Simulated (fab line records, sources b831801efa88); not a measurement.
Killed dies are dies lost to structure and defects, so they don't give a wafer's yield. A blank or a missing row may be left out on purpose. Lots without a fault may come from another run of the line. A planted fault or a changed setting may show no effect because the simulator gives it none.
Which tool did it? | flow sky130 | 24 lots, 72 wafers sampled, at 6 steps of a route of 708

WHAT THE GAUGES READ, wafer by wafer
SKY_VIA2_THK_MEAS_01. Usual: VIA2_HDPCVD_THK 1176 nm, standard deviation 13.
lot  | measured     | on            | VIA2_HDPCVD_THK (nm) | flag
L075 | day 35 15:03 | film_metro-03 | 1177 1184 1181       |
L074 | day 35 15:50 | film_metro-01 | 1182 1182 1182       |
L076 | day 36 02:14 | film_metro-04 | 1169 1170 1162       |
L077 | day 36 03:47 | film_metro-04 | 1159 1157 1164       |
L078 | day 36 10:19 | film_metro-01 | 1172 1178 1179       |
L079 | day 38 00:06 | film_metro-04 | 1170 1173 1178       |
L081 | day 38 02:15 | film_metro-01 | 1159 1156 1161       |
L080 | day 38 04:42 | film_metro-01 | 1171 1173 1165       |
L084 | day 39 08:19 | film_metro-03 | 1166 1172 1155       |
L083 | day 39 10:08 | film_metro-04 | 1159 1164 1165       |
L082 | day 39 12:42 | film_metro-01 | 1163 1167 1174       |
L086 | day 40 01:01 | film_metro-03 | 1163 1159 1179       |
L085 | day 40 07:39 | film_metro-04 | 1166 1170 1186       |
L087 | day 40 12:10 | film_metro-04 | 1174 1173 1169       |
L088 | day 40 15:26 | film_metro-04 | 1186 1191 1186       |
L090 | day 40 21:20 | film_metro-03 | 1175 1169 1168       |
L089 | day 40 23:28 | film_metro-03 | 1191 1200 1175       |
L092 | day 41 03:31 | film_metro-03 | 1196 1190 1175       |
L091 | day 41 08:13 | film_metro-04 | 1196 1202 1187       |
L094 | day 41 14:10 | film_metro-04 | 1159 1171 1174       |
L093 | day 41 17:40 | film_metro-04 | 1185 1176 1199       |
L096 | day 41 20:44 | film_metro-04 | 1174 1164 1190       |
L095 | day 42 00:54 | film_metro-01 | 1185 1193 1202       |
L097 | day 42 06:04 | film_metro-01 | 1180 1175 1170       |

SKY_CAPM_OVL_MEAS_12. Usual: CAPM_OVL -0.9 nm, standard deviation 1.5.
lot  | measured     | on         | CAPM_OVL (nm)  | flag
L075 | day 37 22:42 | overlay-01 | -2.0 -0.8 -0.5 |
L074 | day 37 23:08 | overlay-01 | -2.2 -1.5 -2.7 |
L076 | day 38 09:10 | overlay-01 | -0.2 0.2 -0.7  |
L077 | day 38 11:22 | overlay-01 | 1.4 -1.2 -1.4  |
L078 | day 38 16:47 | overlay-02 | -1.0 -1.7 -1.1 |
L079 | day 40 05:33 | overlay-02 | 1.7 1.5 0.4    |
L081 | day 40 06:28 | overlay-02 | -1.7 -0.9 -2.2 |
L080 | day 40 10:01 | overlay-01 | -0.9 -1.0 0.7  |
L084 | day 41 11:23 | overlay-02 | -3.4 -0.9 -2.5 |
L083 | day 41 13:07 | overlay-02 | -2.0 -2.6 -0.2 |
L082 | day 41 15:02 | overlay-01 | -1.2 -0.1 0.2  |
L086 | day 42 02:52 | overlay-01 | -0.8 -0.8 -1.6 |
L085 | day 42 09:28 | overlay-02 | -3.4 -2.1 -2.8 |
L087 | day 42 14:48 | overlay-01 | 2.2 2.3 0.9    |
L088 | day 42 16:41 | overlay-02 | 0.4 -1.6 -0.7  |
L090 | day 42 23:10 | overlay-02 | 1.7 -0.5 1.9   |
L089 | day 43 02:00 | overlay-02 | -1.5 1.7 -0.5  |
L092 | day 43 03:58 | overlay-01 | 0.2 -1.8 0.2   |
L091 | day 43 08:56 | overlay-02 | -2.6 -2.2 -2.4 |
L094 | day 43 14:56 | overlay-01 | -1.5 -2.9 -1.6 |
L093 | day 43 18:01 | overlay-02 | -1.9 -1.0 1.4  |
L096 | day 43 21:34 | overlay-01 | 0.6 -2.2 -2.4  |
L095 | day 44 01:18 | overlay-02 | -2.7 -3.0 -3.6 |
L097 | day 44 06:21 | overlay-02 | 1.3 0.0 -1.1   |

SKY_VIA3_RS_MEAS_22: measures by four-point-probe. Usual: VIA3_W_RS 0.292 ohm/sq, standard deviation 0.003.
lot  | measured     | on            | VIA3_W_RS (ohm/sq) | flag
L075 | day 40 04:20 | film_metro-03 | 0.292 0.293 0.291  |
L074 | day 40 05:23 | film_metro-02 | 0.291 0.286 0.291  |
L076 | day 40 14:17 | film_metro-02 | 0.290 0.294 0.290  |
L077 | day 40 16:43 | film_metro-02 | 0.293 0.294 0.290  |
L078 | day 40 22:10 | film_metro-03 | 0.292 0.292 0.289  |
L079 | day 42 07:44 | film_metro-01 | 0.294 0.295 0.293  |
L081 | day 42 09:14 | film_metro-02 | 0.288 0.286 0.289  |
L080 | day 42 12:53 | film_metro-01 | 0.300 0.294 0.296  |
L084 | day 43 13:47 | film_metro-03 | 0.291 0.292 0.288  |
L083 | day 43 14:26 | film_metro-01 | 0.292 0.290 0.290  |
L082 | day 43 17:19 | film_metro-02 | 0.287 0.289 0.289  |
L086 | day 44 03:59 | film_metro-01 | 0.292 0.297 0.293  |
L085 | day 44 10:56 | film_metro-03 | 0.289 0.294 0.288  |
L087 | day 44 16:05 | film_metro-03 | 0.294 0.296 0.290  |
L088 | day 44 18:18 | film_metro-02 | 0.290 0.289 0.287  |
L090 | day 44 23:55 | film_metro-02 | 0.291 0.292 0.292  |
L089 | day 45 02:39 | film_metro-01 | 0.297 0.291 0.295  |
L092 | day 45 04:16 | film_metro-03 | 0.291 0.292 0.293  |
L091 | day 45 09:35 | film_metro-03 | 0.293 0.295 0.296  |
L094 | day 45 13:38 | film_metro-03 | 0.294 0.292 0.292  |
L093 | day 45 17:32 | film_metro-01 | 0.292 0.292 0.294  |
L096 | day 45 20:11 | film_metro-02 | 0.291 0.286 0.295  |
L095 | day 45 23:49 | film_metro-02 | 0.292 0.289 0.295  |
L097 | day 46 05:00 | film_metro-01 | 0.297 0.292 0.294  |

SKY_VIA4_THK_MEAS_20: measures by xrf. Usual: VIA4_W_THK 515 nm, standard deviation 7.8.
lot  | measured     | on            | VIA4_W_THK (nm) | flag
L075 | day 43 06:38 | film_metro-04 | 514 509 515     |
L074 | day 43 07:58 | film_metro-04 | 503 517 521     |
L076 | day 43 16:12 | film_metro-03 | 517 510 521     |
L077 | day 43 19:24 | film_metro-01 | 515 514 506     |
L078 | day 44 01:02 | film_metro-04 | 511 512 512     |
L079 | day 45 07:29 | film_metro-03 | 521 522 515     |
L081 | day 45 09:04 | film_metro-03 | 515 516 534     |
L080 | day 45 12:08 | film_metro-04 | 515 502 510     |
L084 | day 46 09:57 | film_metro-04 | 513 514 507     |
L083 | day 46 11:29 | film_metro-01 | 522 528 517     |
L082 | day 46 14:27 | film_metro-01 | 533 522 523     |
L086 | day 47 00:25 | film_metro-03 | 516 519 517     |
L085 | day 47 06:29 | film_metro-03 | 518 524 513     |
L087 | day 47 10:02 | film_metro-03 | 509 520 508     |
L088 | day 47 13:28 | film_metro-04 | 512 523 520     |
L090 | day 47 17:52 | film_metro-04 | 511 506 522     |
L089 | day 47 20:08 | film_metro-01 | 499 502 509     |
L092 | day 47 22:02 | film_metro-03 | 518 524 516     |
L091 | day 48 03:05 | film_metro-04 | 511 516 506     |
L094 | day 48 06:52 | film_metro-01 | 500 499 498     |
L093 | day 48 09:12 | film_metro-03 | 523 518 519     |
L096 | day 48 13:55 | film_metro-04 | 525 517 515     |
L095 | day 48 15:53 | film_metro-03 | 514 512 514     |
L097 | day 48 21:25 | film_metro-04 | 520 520 527     |

WHICH TOOL RAN EACH LOT (tool, then ch and the chambers of the sampled wafers, then the start)
lot  | SKY_VIA2_SPUTTER_20          | SKY_VIA4_SPUTTER_17
L075 | pvd_sputter-03, day 36 19:01 | pvd_sputter-03, day 43 06:19
L074 | pvd_sputter-01, day 36 19:38 | pvd_sputter-04, day 43 07:35
L076 | pvd_sputter-03, day 37 06:09 | pvd_sputter-02, day 43 15:52
L077 | pvd_sputter-01, day 37 08:10 | pvd_sputter-02, day 43 19:04
L078 | pvd_sputter-04, day 37 13:58 | pvd_sputter-03, day 44 00:41
L079 | pvd_sputter-04, day 39 03:41 | pvd_sputter-02, day 45 07:09
L081 | pvd_sputter-04, day 39 05:02 | pvd_sputter-04, day 45 08:44
L080 | pvd_sputter-03, day 39 07:40 | pvd_sputter-03, day 45 11:47
L084 | pvd_sputter-01, day 40 11:02 | pvd_sputter-04, day 46 09:37
L083 | pvd_sputter-01, day 40 12:20 | pvd_sputter-03, day 46 11:09
L082 | pvd_sputter-01, day 40 14:46 | pvd_sputter-04, day 46 14:06
L086 | pvd_sputter-04, day 41 02:22 | pvd_sputter-02, day 46 23:56
L085 | pvd_sputter-03, day 41 09:16 | pvd_sputter-03, day 47 06:08
L087 | pvd_sputter-04, day 41 13:41 | pvd_sputter-04, day 47 09:41
L088 | pvd_sputter-03, day 41 16:28 | pvd_sputter-02, day 47 13:08
L090 | pvd_sputter-01, day 41 22:35 | pvd_sputter-03, day 47 17:30
L089 | pvd_sputter-03, day 42 01:57 | pvd_sputter-03, day 47 19:48
L092 | pvd_sputter-03, day 42 04:04 | pvd_sputter-03, day 47 21:42
L091 | pvd_sputter-04, day 42 08:47 | pvd_sputter-04, day 48 02:44
L094 | pvd_sputter-01, day 42 15:16 | pvd_sputter-03, day 48 06:31
L093 | pvd_sputter-03, day 42 18:07 | pvd_sputter-02, day 48 08:51
L096 | pvd_sputter-03, day 42 21:27 | pvd_sputter-04, day 48 13:35
L095 | pvd_sputter-04, day 43 01:32 | pvd_sputter-04, day 48 15:23
L097 | pvd_sputter-04, day 43 06:38 | pvd_sputter-03, day 48 21:04
- SKY_VIA2_SPUTTER_20: material TiN, target thk 20 nm, time 80 s.
- SKY_VIA4_SPUTTER_17: material TiN, target thk 20 nm, time 80 s.

WHAT THE TOOLS THEMSELVES READ (means of the sampled wafers that have a number; where no wafer has one, the mark that the record gives instead)
SKY_VIA2_SPUTTER_20. Usual: throttle_valve_pct 30.1 %, standard deviation 0.9.
lot  | tool           | throttle_valve_pct (%) | flag
L075 | pvd_sputter-03 | 29.3                   |
L074 | pvd_sputter-01 | 29.9                   |
L076 | pvd_sputter-03 | 29.5                   |
L077 | pvd_sputter-01 | 29.9                   |
L078 | pvd_sputter-04 | 30.8                   |
L079 | pvd_sputter-04 | 30.9                   |
L081 | pvd_sputter-04 | 30.7                   |
L080 | pvd_sputter-03 | 29.2                   |
L084 | pvd_sputter-01 | 29.3                   |
L083 | pvd_sputter-01 | 29.7                   |
L082 | pvd_sputter-01 | 29.7                   |
L086 | pvd_sputter-04 | 30.9                   |
L085 | pvd_sputter-03 | 29.8                   |
L087 | pvd_sputter-04 | 30.9                   |
L088 | pvd_sputter-03 | 29.4                   |
L090 | pvd_sputter-01 | 29.5                   |
L089 | pvd_sputter-03 | 29.5                   |
L092 | pvd_sputter-03 | 29.4                   |
L091 | pvd_sputter-04 | 30.6                   |
L094 | pvd_sputter-01 | 29.8                   |
L093 | pvd_sputter-03 | 29.7                   |
L096 | pvd_sputter-03 | 30.7                   |
L095 | pvd_sputter-04 | 30.8                   |
L097 | pvd_sputter-04 | 30.7                   |

SKY_VIA4_SPUTTER_17. Usual: throttle_valve_pct 30.1 %, standard deviation 0.95.
lot  | tool           | throttle_valve_pct (%) | flag
L075 | pvd_sputter-03 | 28.9                   |
L074 | pvd_sputter-04 | 30.8                   |
L076 | pvd_sputter-02 | 30.3                   |
L077 | pvd_sputter-02 | 29.7                   |
L078 | pvd_sputter-03 | 28.6                   |
L079 | pvd_sputter-02 | 30.2                   |
L081 | pvd_sputter-04 | 31.0                   |
L080 | pvd_sputter-03 | 29.9                   |
L084 | pvd_sputter-04 | 30.9                   |
L083 | pvd_sputter-03 | 29.8                   |
L082 | pvd_sputter-04 | 30.8                   |
L086 | pvd_sputter-02 | 30.1                   |
L085 | pvd_sputter-03 | 28.5                   |
L087 | pvd_sputter-04 | 30.4                   |
L088 | pvd_sputter-02 | 29.9                   |
L090 | pvd_sputter-03 | 29.3                   |
L089 | pvd_sputter-03 | 29.8                   |
L092 | pvd_sputter-03 | 29.8                   |
L091 | pvd_sputter-04 | 31.2                   |
L094 | pvd_sputter-03 | 30.1                   |
L093 | pvd_sputter-02 | 30.6                   |
L096 | pvd_sputter-04 | 31.1                   |
L095 | pvd_sputter-04 | 31.1                   |
L097 | pvd_sputter-03 | 29.5                   |

THE ANSWER, worked out from the rows above alone
Rule: a lot is off if the mean of its wafers that have a number lies more than 3 standard deviations from the usual mean. A lot without any number at a reading at which 4 lots or more have one is off too. The other lots that the step has rows for count as sound. The gauges are gone through in route order, then the tools' own readings, and for those a lot's mean is taken as printed above. The first step at which some lot is off is used, and at that step the reading that is off furthest; a lot without a number counts as furthest.
No lot is off at any reading shown: from this, nothing can be told.

WHAT THE SIMULATOR HAD PUT IN
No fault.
